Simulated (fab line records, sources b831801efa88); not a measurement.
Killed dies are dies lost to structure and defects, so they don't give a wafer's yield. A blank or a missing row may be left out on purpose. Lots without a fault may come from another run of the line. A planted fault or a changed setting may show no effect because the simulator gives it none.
Problem report in the 8D (eight disciplines) form, filled by code | flow sky130 | the parts of the form that need people (team, actions taken, sign-off) are left out

1. THE PROBLEM
LI_CONTACT_HDPCVD_THK at SKY_LI_CONTACT_THK_MEAS_01 reads a mean of 372 nm on 3 wafers of 2 lots; wafers without a fault read 937 nm with a standard deviation of 8.2. That is -69 standard deviations from the usual mean.
First seen on wafer L986.3, day 30 15:59, on film_metro-03. The record holds 33 wafers of 11 lots with a number at this step. Rule for "out", or "out of limits": more than 4 standard deviations from the usual mean. The other wafers with a number count as sound.

2. WHAT IT IS AND WHAT IT IS NOT
question                    | is                           | is not
which readings at this step | LI_CONTACT_HDPCVD_THK        | -
which lots                  | L986, L987                   | L100, L102, L103, L980, L981, L993, L996, L998, L999
which wafers of those lots  | L986.3, L987.2, L987.3       | L986.1, L986.4, L987.5
read on which gauges        | film_metro-01, film_metro-03 | film_metro-04
when                        | from day 30 15:59            | up to then (8 sound wafers); but 22 sound wafers of L100, L102, L103, L987, L993, L996, L998, L999 came after

3. SUSPECTS, AND WHAT RULES EACH OUT
Counting: a tool at a process step up to the reading stays a suspect if it ran every lot that is out. Sound lots after the first of them don't rule it out here, since some wafers of a struck lot are sound.
- the gauge at SKY_LI_CONTACT_THK_MEAS_01: ruled out. The wafers that are out were read on 2 gauges (film_metro-01, film_metro-03).
- hdpcvd-01 at SKY_LI_CONTACT_HDPCVD_00 (deposits PSG, target thk 930 nm, time 155 s): kept. It ran every lot that is out, first L986 (day 30 15:53); its last sound lot up to then is L981 (day 28 08:07).
Left after counting: hdpcvd-01 at SKY_LI_CONTACT_HDPCVD_00.

4. THE CAUSE (what the simulator had put in)
Process parameter drift: hdpcvd-01, from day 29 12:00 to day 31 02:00, at SKY_LI_CONTACT_HDPCVD_00. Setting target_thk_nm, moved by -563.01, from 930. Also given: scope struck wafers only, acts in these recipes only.
Counting left only this tool.

5. THE CHAIN OF EFFECTS, in route order
Each row: a reading whose mean over the struck wafers that have a number lies more than 3 standard deviations from the usual. Only readings for which the record gives a usual standard deviation are gone through. hours: the time from each lot's start at the first step in this table that gives one to its start at this step, as a median over the lots. sigmas: the change in usual standard deviations.
hours | step                       | reading               | usual      | on struck wafers | change | sigmas
0     | SKY_LI_CONTACT_THK_MEAS_01 | LI_CONTACT_HDPCVD_THK | 937 nm     | 372              | -565   | -69
0     | SKY_LI_CONTACT_CMP_02      | time_to_endpoint_s    | 34 s       | 4                | -30    | -8.5
28    | SKY_LI_CONTACT_ETCH_15     | oes_product_au        | 0.838 a.u. | 0.659            | -0.179 | -38
The process steps in it:
- SKY_LI_CONTACT_CMP_02: polishes PSG.
- SKY_LI_CONTACT_ETCH_15: etches PSG in C4F8/O2/Ar, stops on Si, target depth 600 nm.
Later measuring or inspecting steps at which every struck wafer that the step has a row for has a number for every such reading, and none has moved that far: SKY_LI_CONTACT_CD_MEAS_12.

6. WHAT WOULD HAVE CAUGHT IT SOONER
In this record the first reading out of limits at a measuring or inspecting step was taken at day 30 15:59, 28 hours after the fault began at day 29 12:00.
Of the lots that are out (2), L987 began SKY_LI_CONTACT_HDPCVD_00 on hdpcvd-01 after day 30 15:59. A hold on the tool at that time would have spared it.
